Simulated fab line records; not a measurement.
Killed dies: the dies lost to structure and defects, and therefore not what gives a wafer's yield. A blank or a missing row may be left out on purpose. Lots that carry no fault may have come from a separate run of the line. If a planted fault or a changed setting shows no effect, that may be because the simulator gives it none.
Which tool did it?    flow sky130    11 lots with 33 wafers sampled at 5 steps, on a route of 708 steps

== WHAT EACH GAUGE READ, for each wafer ==
SKY_VIA2_THK_MEAS_01. Usual: VIA2_HDPCVD_THK gives 1175 nm (standard deviation 11).
lot   measured      on            VIA2_HDPCVD_THK (nm)  flag
L578  day 36 08:43  filmMetro-04  1181 1191 1176        
L577  day 36 09:41  filmMetro-03  1157 1157 1179        
L579  day 36 22:00  filmMetro-04  1195 1195 1188        
L580  day 37 00:17  filmMetro-04  1182 1162 1170        
L582  day 37 11:07  filmMetro-02  1170 1169 1171        
L586  day 38 16:22  filmMetro-04  1155 1161 1157        
L588  day 39 05:26  filmMetro-04  1188 1190 1173        
L590  day 39 18:53  filmMetro-04  1174 1173 1185        
L596  day 41 07:11  filmMetro-02  1185 1174 1543        OFF
L598  day 41 23:00  filmMetro-03  1181 1177 1549        OFF
L599  day 42 05:55  filmMetro-04  1174 1176 1166        

== TOOL THAT RAN EACH LOT (tool first, then ch and the chambers of the sampled wafers, then the start) ==
lot   SKY_VIA1_CMP_24                SKY_METAL2_SPUTTER_01        SKY_METAL2_SPUTTER_04        SKY_VIA2_HDPCVD_00
L578  cmp-02 ch 0,1, day 35 03:38    pvdSputter-04, day 35 03:58  pvdSputter-04, day 35 04:01  hdpcvd-02 ch 0,1, day 36 08:35
L577  cmp-01 ch 0,2,3, day 35 05:45  pvdSputter-03, day 35 05:58  pvdSputter-03, day 35 06:02  hdpcvd-01 ch 0,2, day 36 09:32
L579  cmp-02 ch 0,1,2, day 35 17:44  pvdSputter-03, day 35 18:01  pvdSputter-03, day 35 18:05  hdpcvd-01 ch 0,1,2, day 36 21:52
L580  cmp-02 ch 0,1,2, day 35 20:55  pvdSputter-03, day 35 21:15  pvdSputter-03, day 35 21:19  hdpcvd-01 ch 0,1,2, day 37 00:09
L582  cmp-02 ch 1,3, day 36 08:47    pvdSputter-03, day 36 09:04  pvdSputter-03, day 36 09:08  hdpcvd-01 ch 0,1, day 37 11:00
L586  cmp-02 ch 1,2,3, day 37 13:32  pvdSputter-04, day 37 13:48  pvdSputter-04, day 37 13:52  hdpcvd-01 ch 0,2, day 38 16:15
L588  cmp-02 ch 0,3, day 38 02:22    pvdSputter-01, day 38 02:38  pvdSputter-01, day 38 02:43  hdpcvd-02 ch 0,1,2, day 39 05:17
L590  cmp-02 ch 1,2,3, day 38 16:14  pvdSputter-04, day 38 16:28  pvdSputter-04, day 38 16:32  hdpcvd-01 ch 0,2, day 39 18:46
L596  cmp-02 ch 1,2, day 40 05:56    pvdSputter-04, day 40 06:13  pvdSputter-04, day 40 06:17  hdpcvd-02 ch 0,1,2, day 41 07:03
L598  cmp-01 ch 0,1,2, day 40 21:41  pvdSputter-04, day 40 21:52  pvdSputter-04, day 40 21:56  hdpcvd-02 ch 0,1,2, day 41 22:54
L599  cmp-02 ch 0,1,3, day 41 05:22  pvdSputter-01, day 41 05:41  pvdSputter-01, day 41 05:46  hdpcvd-01 ch 0,2, day 42 05:47
- SKY_VIA1_CMP_24: polishes, stops on SiO2, t overpolish 15 s, target thk 0 nm.
- SKY_METAL2_SPUTTER_01: material TiN, target thk 20 nm, time 16.7 s.
- SKY_METAL2_SPUTTER_04: material TiN, target thk 70 nm, time 58.3 s.
- SKY_VIA2_HDPCVD_00: deposits SiO2, target thk 1180 nm, time 196.7 s.

== WHAT THE TOOLS THEMSELVES READ (means of the sampled wafers that have a number; where no wafer has one, the mark that the record gives instead) ==
SKY_VIA1_CMP_24. Usual: edgeZonePressureFrac 1.000, standard deviation 0.0048; motorCurrentA 10.8 A, standard deviation 0.97; overpolishRunS 14.999 s, standard deviation 0.0082; timeToEndpointS 66.4 s, standard deviation 2.9.
lot   tool    edgeZonePressureFrac  motorCurrentA (A)  overpolishRunS (s)  timeToEndpointS (s)  flag
L578  cmp-02  1.002                 10.6               14.996              70.1                 
L577  cmp-01  1.001                 12.1               14.989              63.8                 
L579  cmp-02  0.995                 10.0               15.000              67.5                 
L580  cmp-02  1.001                 10.0               14.992              70.2                 
L582  cmp-02  0.999                 10.1               14.994              68.3                 
L586  cmp-02  0.996                 10.0               15.000              65.2                 
L588  cmp-02  1.006                 10.3               14.996              66.1                 
L590  cmp-02  0.999                 10.2               14.994              66.0                 
L596  cmp-02  0.998                 9.9                14.998              70.7                 
L598  cmp-01  0.997                 11.9               15.003              63.2                 
L599  cmp-02  1.001                 10.4               15.004              66.5                 

SKY_METAL2_SPUTTER_01. Usual: 30.2 % for throttleValvePct, sd 1.5.
lot   tool           throttleValvePct (%)  flag
L578  pvdSputter-04  31.1                  
L577  pvdSputter-03  32.0                  
L579  pvdSputter-03  30.8                  
L580  pvdSputter-03  30.5                  
L582  pvdSputter-03  31.4                  
L586  pvdSputter-04  29.9                  
L588  pvdSputter-01  30.7                  
L590  pvdSputter-04  30.3                  
L596  pvdSputter-04  30.0                  
L598  pvdSputter-04  30.6                  
L599  pvdSputter-01  30.7                  

SKY_METAL2_SPUTTER_04. Usual: 30.2 % for throttleValvePct, sd 1.5.
lot   tool           throttleValvePct (%)  flag
L578  pvdSputter-04  31.1                  
L577  pvdSputter-03  31.9                  
L579  pvdSputter-03  30.8                  
L580  pvdSputter-03  30.5                  
L582  pvdSputter-03  31.5                  
L586  pvdSputter-04  30.1                  
L588  pvdSputter-01  30.6                  
L590  pvdSputter-04  30.5                  
L596  pvdSputter-04  30.4                  
L598  pvdSputter-04  30.3                  
L599  pvdSputter-01  30.7                  

SKY_VIA2_HDPCVD_00. Usual: 224.2 s for runLengthS, sd 0.43.
lot   tool       runLengthS (s)  flag
L578  hdpcvd-02  224.3           
L577  hdpcvd-01  223.9           
L579  hdpcvd-01  224.0           
L580  hdpcvd-01  224.0           
L582  hdpcvd-01  224.2           
L586  hdpcvd-01  224.0           
L588  hdpcvd-02  224.4           
L590  hdpcvd-01  223.7           
L596  hdpcvd-02  243.3           OFF
L598  hdpcvd-02  243.6           OFF
L599  hdpcvd-01  223.7           

== THE ANSWER, worked out from the rows above alone ==
Rule: a lot is off if the mean of its wafers that have a number lies more than 3 standard deviations from the usual mean. A lot without any number at a reading at which 4 lots or more have one is off too. Any other lot the step has rows for is counted as sound. First the gauges in route order, then the tools' own readings, where a lot's mean is used as printed above. The first step at which some lot is off is used, and at that step the reading that is off furthest; a lot without a number counts as furthest.
Off: L596, L598, seen at SKY_VIA2_THK_MEAS_01 (VIA2_HDPCVD_THK).
If a tool, at a process step before that reading, ran all the lots that are off and no sound lot after the first of them, it fits. Not tried: the gauges at SKY_VIA2_THK_MEAS_01; whatever is off there is also off at SKY_VIA2_HDPCVD_00, on other tools, and gauge error can't account for it. This does not decide it: 2 tools fit, namely pvdSputter-04 at SKY_METAL2_SPUTTER_01 and SKY_METAL2_SPUTTER_04 and hdpcvd-02 at SKY_VIA2_HDPCVD_00.

== WHAT THE SIMULATOR HAD INSERTED ==
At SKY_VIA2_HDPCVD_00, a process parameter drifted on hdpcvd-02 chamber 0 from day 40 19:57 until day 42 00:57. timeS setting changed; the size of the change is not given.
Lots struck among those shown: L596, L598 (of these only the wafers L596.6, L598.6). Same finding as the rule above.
